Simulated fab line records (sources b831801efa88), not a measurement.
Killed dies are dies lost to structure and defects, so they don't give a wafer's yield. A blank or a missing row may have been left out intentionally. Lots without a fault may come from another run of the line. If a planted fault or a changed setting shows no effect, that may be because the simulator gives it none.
Tool commonality check + flow gf180mcu + 13 lots and 39 wafers in the sample

WHY IT WAS OPENED
Of 13 lots, 2 have the reading HV_LDD_CVD_54_THK flagged at GF_HV_LDD_THK_MEAS_55. Wafers without a fault read 10.01 nm, standard deviation 0.13.
Rule: a lot gets a flag if all its wafers with a number sit over 4 standard deviations from that mean, or if no wafer of it has a number. All remaining lots are regarded as sound.

| lot  | measured     | on            | HV_LDD_CVD_54_THK (nm), wafer by wafer | flag    |
|------|--------------|---------------|----------------------------------------|---------|
| L531 | day 12 14:44 | film-metro-03 | 9.74 9.73 9.87                         |         |
| L532 | day 12 22:56 | film-metro-03 | 10.07 10.07 10.11                      |         |
| L533 | day 13 02:44 | film-metro-01 | 10.11 10.03 10.16                      |         |
| L534 | day 13 14:23 | film-metro-03 | 10.12 10.03 10.10                      |         |
| L535 | day 13 18:09 | film-metro-04 | 9.99 9.84 9.95                         |         |
| L537 | day 14 05:49 | film-metro-04 | 10.21 10.23 10.18                      |         |
| L539 | day 15 03:47 | film-metro-01 | 10.02 9.97 10.13                       |         |
| L540 | day 15 06:36 | film-metro-04 | 9.87 9.91 9.91                         |         |
| L542 | day 16 00:56 | film-metro-03 | 7.29 7.21 7.31                         | FLAGGED |
| L543 | day 16 11:59 | film-metro-04 | 10.18 10.05 9.93                       |         |
| L544 | day 16 18:45 | film-metro-03 | 7.17 7.19 7.19                         | FLAGGED |
| L545 | day 17 00:27 | film-metro-03 | 10.29 10.23 10.28                      |         |
| L554 | day 20 10:18 | film-metro-01 | 9.95 9.95 9.89                         |         |
The numbers of the flagged lots are 7.23 nm on average: -2.78 nm against the usual, or -21 standard deviations.

WHICH TOOL EACH LOT WENT THROUGH
2 process steps preceding the reading are held in the record, out of 602 steps in the route. Each cell gives the tool, then ch followed by the chambers the sampled wafers passed through, then the start.
| lot  | flag    | GF_STI_ETCH_13                    | GF_HV_LDD_CVD_54            |
|------|---------|-----------------------------------|-----------------------------|
| L531 |         | rie-diel-01 ch 0,1,3, day 2 02:38 | lpcvd-02 ch 1, day 12 13:43 |
| L532 |         | rie-diel-01 ch 1,3, day 2 07:13   | lpcvd-01 ch 0, day 12 21:54 |
| L533 |         | rie-diel-02 ch 1,3, day 2 12:01   | lpcvd-02 ch 0, day 13 01:43 |
| L534 |         | rie-diel-02 ch 1,2,3, day 2 18:32 | lpcvd-02 ch 0, day 13 13:22 |
| L535 |         | rie-diel-03 ch 0,1,3, day 2 22:04 | lpcvd-02 ch 0, day 13 17:08 |
| L537 |         | rie-diel-01 ch 0,2,3, day 3 08:39 | lpcvd-02 ch 1, day 14 04:47 |
| L539 |         | rie-diel-03 ch 2,3, day 3 19:19   | lpcvd-01 ch 1, day 15 02:14 |
| L540 |         | rie-diel-01 ch 0,1,3, day 3 23:54 | lpcvd-01 ch 0, day 15 05:34 |
| L542 | FLAGGED | rie-diel-03 ch 1,2, day 4 10:38   | lpcvd-01 ch 0, day 15 23:54 |
| L543 |         | rie-diel-02 ch 0,1,3, day 4 14:33 | lpcvd-02 ch 0, day 16 10:56 |
| L544 | FLAGGED | rie-diel-01 ch 0,1,3, day 4 20:14 | lpcvd-01 ch 0, day 16 17:44 |
| L545 |         | rie-diel-03 ch 0,1,3, day 5 02:15 | lpcvd-02 ch 1, day 16 23:26 |
| L554 |         | rie-diel-02 ch 1,2, day 7 02:49   | lpcvd-01 ch 1, day 20 09:17 |
What the steps here do:
- GF_STI_ETCH_13: etches the open film in CHF3/O2, stops on Si, target depth 282.31 nm, time 112.9 s.
- GF_HV_LDD_CVD_54: deposits SiO2 from TEOS, target thk 10 nm, time 75 s.
- GF_HV_LDD_THK_MEAS_55

FLAGGED AGAINST TOTAL, ONE TOOL AT A TIME (gauges that did the reading follow at the end)
| step                  | tool          | lots run | flagged | share of the flagged lots | sound lots run after its first flagged lot |
|-----------------------|---------------|----------|---------|---------------------------|--------------------------------------------|
| GF_STI_ETCH_13        | rie-diel-01   | 5        | 1       | some                      | 0                                          |
| GF_STI_ETCH_13        | rie-diel-02   | 4        | 0       | none                      | -                                          |
| GF_STI_ETCH_13        | rie-diel-03   | 4        | 1       | some                      | 1 (L545)                                   |
| GF_HV_LDD_CVD_54      | lpcvd-01      | 6        | 2       | all                       | 1 (L554)                                   |
| GF_HV_LDD_CVD_54      | lpcvd-02      | 7        | 0       | none                      | -                                          |
| GF_HV_LDD_THK_MEAS_55 | film-metro-01 | 3        | 0       | none                      | -                                          |
| GF_HV_LDD_THK_MEAS_55 | film-metro-03 | 6        | 2       | all                       | 1 (L545)                                   |
| GF_HV_LDD_THK_MEAS_55 | film-metro-04 | 4        | 0       | none                      | -                                          |

THE TABLE: WHAT IT ALLOWS
2 rows of the table ran every flagged lot: lpcvd-01 at GF_HV_LDD_CVD_54, film-metro-03 at GF_HV_LDD_THK_MEAS_55.
- lpcvd-01 at GF_HV_LDD_CVD_54: 2 of its 6 lots flagged. After the first flagged lot (L554), sound lots still ran on it; a lasting fault on the whole tool would not permit that.
- film-metro-03 at GF_HV_LDD_THK_MEAS_55: 2 of its 6 lots flagged. After the first flagged lot (L545), sound lots still ran on it; a lasting fault on the whole tool would not permit that.
None of the table's rows ran every flagged lot and, after the first, no sound lot.

WHAT HAD BEEN PUT IN BY THE SIMULATOR
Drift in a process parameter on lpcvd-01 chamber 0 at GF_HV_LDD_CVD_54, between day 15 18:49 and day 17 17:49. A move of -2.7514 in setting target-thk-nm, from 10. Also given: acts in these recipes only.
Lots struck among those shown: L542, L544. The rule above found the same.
